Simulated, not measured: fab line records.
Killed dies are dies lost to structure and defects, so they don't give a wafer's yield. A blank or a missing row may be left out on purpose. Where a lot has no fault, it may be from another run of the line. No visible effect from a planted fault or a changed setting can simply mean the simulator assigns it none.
Struck lot and sound lot, side by side / flow sky130 / 44 steps out of a route of 708
Sound: the wafers L166.1, L166.3, L166.4. Wafers L176.1, L176.4, L176.5 were the ones struck. The cause is named last.
At each step with rows: each side's tool, then ch and its chambers, then its first start. Under that, the readings that differ: sound wafers / struck wafers / difference of the means / sigmas: that difference in standard deviations of wafers without a fault.
alike: a reading whose means differ by less than 2 such deviations, as well as words and numbers matching on both sides. not compared: withheld readings; readings where some wafer has no value; bounds like >300 that might hide an equal value; numbers whose values overlap and for which the record gives no deviation.
The two part at a step that has a row with sigmas, a row that says differs or no value, or rows on one side only. Numbers that have no deviation but don't overlap get no sigmas and don't part them. A reading missing from all wafers of one side parts the sides only when that side holds two or more wafers.

first, 5 steps without rows for these wafers: SKY_FIELD_ISO_WET_ETCH_18 (etches Si3N4 in H3PO4, target depth 25 nm, time 286 s); SKY_FIELD_ISO_CLEAN_19 (cleans in SC1/SC2, time 150 s); SKY_FIELD_ISO_CLEAN_20 (cleans in dHF, time 19.71 s); SKY_FIELD_ISO_WET_ETCH_21 (etches SiO2 in dHF, target depth 20 nm, time 400 s); SKY_FIELD_ISO_OXIDATION_22 (stabilise 600 s, purge 300 s, target thk 10 nm).
SKY_FIELD_ISO_THK_MEAS_23:
  struck on film_metro-01, day 4 16:40; sound on film_metro-01, day 2 17:32
reading=FIELD_ISO_OXIDATION_01_THK (nm); sound=9.67 9.71 9.67; struck=10.15 10.09 10.12; difference=+0.44; sigmas=+2
then, 1 step without rows for these wafers: SKY_FIELD_ISO_CVD_24 (deposits SiO2, target thk 595 nm, time 99.2 s).
SKY_FIELD_ISO_THK_MEAS_25:
  struck on film_metro-02, day 4 16:48; sound on film_metro-03, day 2 17:40
  alike: FIELD_ISO_CVD_24_THK
then, 1 step without rows for these wafers: SKY_FIELD_ISO_ANNEAL_26 (time 1800 s).
SKY_FIELD_ISO_CMP_27: polishes, stops on Si3N4, t overpolish 16 s, target thk 457.8 nm.
  sound on cmp-02 ch 0,1,3, day 2 22:07; struck on cmp-01 ch 0,2,3, day 4 18:39
  alike: motor_current_A, overpolish_run_s, time_to_endpoint_s
then, 2 steps without rows for these wafers: SKY_FIELD_ISO_WET_ETCH_28 (etches SiO2 in dHF, target depth 23.7 nm, time 47 s); SKY_FIELD_ISO_WET_ETCH_29 (etches Si3N4 in H3PO4, target depth 160 nm, time 1825 s).
SKY_FIELD_ISO_WET_ETCH_30: etches SiO2 in dHF, target depth 25 nm, time 50 s.
  sound on wet_bench-04 ch 0, day 2 22:54; struck on wet_bench-04 ch 1, day 4 19:32
reading=run_length_s (s); sound=76.5 76.5 76.5; struck=111.9 111.9 111.9; difference=+35.4; sigmas=+13
reading=model.SiO2_of_FIELD_ISO_CVD_24.thk_nm (nm); sound=405.3 402.9 405.4; struck=387.1 384.9 385.6; difference=-18.7; sigmas=
then, 2 steps without rows for these wafers: SKY_NWELL_CLEAN_00 (cleans in SC1/SC2, time 150 s); SKY_NWELL_OXIDATION_01 (stabilise 600 s, purge 300 s, target thk 10 nm).
SKY_NWELL_THK_MEAS_02:
  struck on film_metro-02, day 4 21:50; sound on film_metro-03, day 3 00:58
  alike: NWELL_OXIDATION_THK
then, 8 steps without rows for these wafers: SKY_DNWELL_DEHYDRATE_00 (time 60 s); SKY_DNWELL_HMDS_01 (prime time 60 s); SKY_DNWELL_COAT_02 (resist thk 3000 nm); SKY_DNWELL_SOFTBAKE_03; SKY_DNWELL_EXPOSE_04 (exposes mask DNM, target cd 3000 nm); SKY_DNWELL_PEB_05; SKY_DNWELL_DEVELOP_06 (develop time 60 s); SKY_DNWELL_IMPLANT_07.
SKY_DNWELL_STRIP_08: strips in O2/N2.
  sound on plasma_asher-01 ch 0,1, day 3 16:49; struck on plasma_asher-01 ch 0,1, day 5 15:46
  alike: drypump_motor_current_A, oes_product_au, strip_time_to_endpoint_s
  not compared: rf_hours_counter_h
SKY_DNWELL_TW_MEAS_09:
  struck on film_metro-03, day 5 15:52; sound on film_metro-04, day 3 16:55
  alike: DNWELL_TW
then, 7 steps without rows for these wafers: SKY_PWDE_DEHYDRATE_00 (time 60 s); SKY_PWDE_HMDS_01 (prime time 60 s); SKY_PWDE_COAT_02 (resist thk 3000 nm); SKY_PWDE_SOFTBAKE_03; SKY_PWDE_EXPOSE_04 (exposes mask PWDEM, target cd 840 nm); SKY_PWDE_PEB_05; SKY_PWDE_DEVELOP_06 (develop time 60 s).
SKY_PWDE_OVL_MEAS_07:
  struck on overlay-02, day 6 09:22; sound on overlay-02, day 4 09:04
  alike: PWDE_OVL
then, 1 step without rows for these wafers: SKY_PWDE_IMPLANT_08.
SKY_PWDE_STRIP_09: strips in O2/N2.
  sound on plasma_asher-03 ch 0,1, day 4 09:15; struck on plasma_asher-02 ch 0,1, day 6 09:33
  alike: drypump_motor_current_A, oes_product_au, strip_time_to_endpoint_s
  not compared: rf_hours_counter_h
SKY_PWDE_TW_MEAS_10:
  struck on film_metro-04, day 6 09:39; sound on film_metro-03, day 4 09:21
  alike: PWDE_TW
then, 5 steps without rows for these wafers: SKY_NWELL_DEHYDRATE_03 (time 60 s); SKY_NWELL_HMDS_04 (prime time 60 s); SKY_NWELL_COAT_05 (resist thk 3000 nm); SKY_NWELL_SOFTBAKE_06; SKY_NWELL_EXPOSE_07 (exposes mask NWM, target cd 840 nm).
-- the record jumps here: 25 days lie between the struck wafers' starts before and after (it left off in module NWELL and takes up again in module SALICIDE, whose first step shown is number 361 of the route) --
SKY_SALICIDE_CLEAN_00: cleans in HF-last, time 30 s.
  sound on wet_bench-01 ch 2, day 28 19:12; struck on wet_bench-01 ch 1, day 31 14:30
reading=model.SiO2_of_FIELD_ISO_CVD_24.thk_nm (nm); sound=358.5 356.1 358.7; struck=340.1 337.9 338.6; difference=-18.9; sigmas=
-- the record jumps here: 17 days lie between the struck wafers' starts before and after (it left off in module SALICIDE and takes up again in module PAD_OPEN, whose first step shown is number 708 of the route) --
SKY_PAD_OPEN_PROBE_99:
  struck on prober-01, day 48 14:16; sound on prober-01, day 46 14:04
reading=model.etest.res_p_drift_20v.line_ohm_um; sound=1.106e+04 1.082e+04 1.121e+04; struck=1.054e+04 1.018e+04 1e+04; difference=-7.900e+02; sigmas=
reading=model.etest.res_p_drift_20v.rs_ohm_sq; sound=9145 9076 9343; struck=8827 8640 8377; difference=-573; sigmas=
reading=model.etest.pfet_16v.r_on_ohm_um; sound=1.506e+04 1.512e+04 1.528e+04; struck=1.441e+04 1.434e+04 1.416e+04; difference=-8.500e+02; sigmas=
reading=model.etest.res_nwell.rs_ohm_sq; sound=925.8 926.4 942.6; struck=895.5 887.7 864.8; difference=-48.9; sigmas=
reading=model.etest.cap_li_to_poly.c_af_um2; sound=100.7 99.31 95.95; struck=94 93.58 92.72; difference=-5; sigmas=
reading=model.etest.field_p.vt_v (V); sound=-40.44 -40.23 -41.25; struck=-38.46 -37.3 -35.81; difference=+3.45; sigmas=
reading=model.etest.field_n.vt_v (V); sound=35.34 35.28 35.74; struck=34.05 33.32 32.22; difference=-2.26; sigmas=
  alike: killed_at_M0_to_M3, killed_at_M4_up, killed_at_contacts, killed_at_front_end, killed_at_other, killed_dies, killed_open, killed_short
  not compared: model.etest.cap_poly_to_well.c_af_um2

WHERE THEY PART
Earliest at SKY_FIELD_ISO_THK_MEAS_23; latest, in this record, at SKY_FIELD_ISO_WET_ETCH_30. Later steps at which nothing parts them and some readings are alike: SKY_NWELL_THK_MEAS_02, SKY_DNWELL_STRIP_08, SKY_DNWELL_TW_MEAS_09, SKY_PWDE_OVL_MEAS_07, SKY_PWDE_STRIP_09, SKY_PWDE_TW_MEAS_10, SKY_PAD_OPEN_PROBE_99.

WHY: what had been put in by the simulator
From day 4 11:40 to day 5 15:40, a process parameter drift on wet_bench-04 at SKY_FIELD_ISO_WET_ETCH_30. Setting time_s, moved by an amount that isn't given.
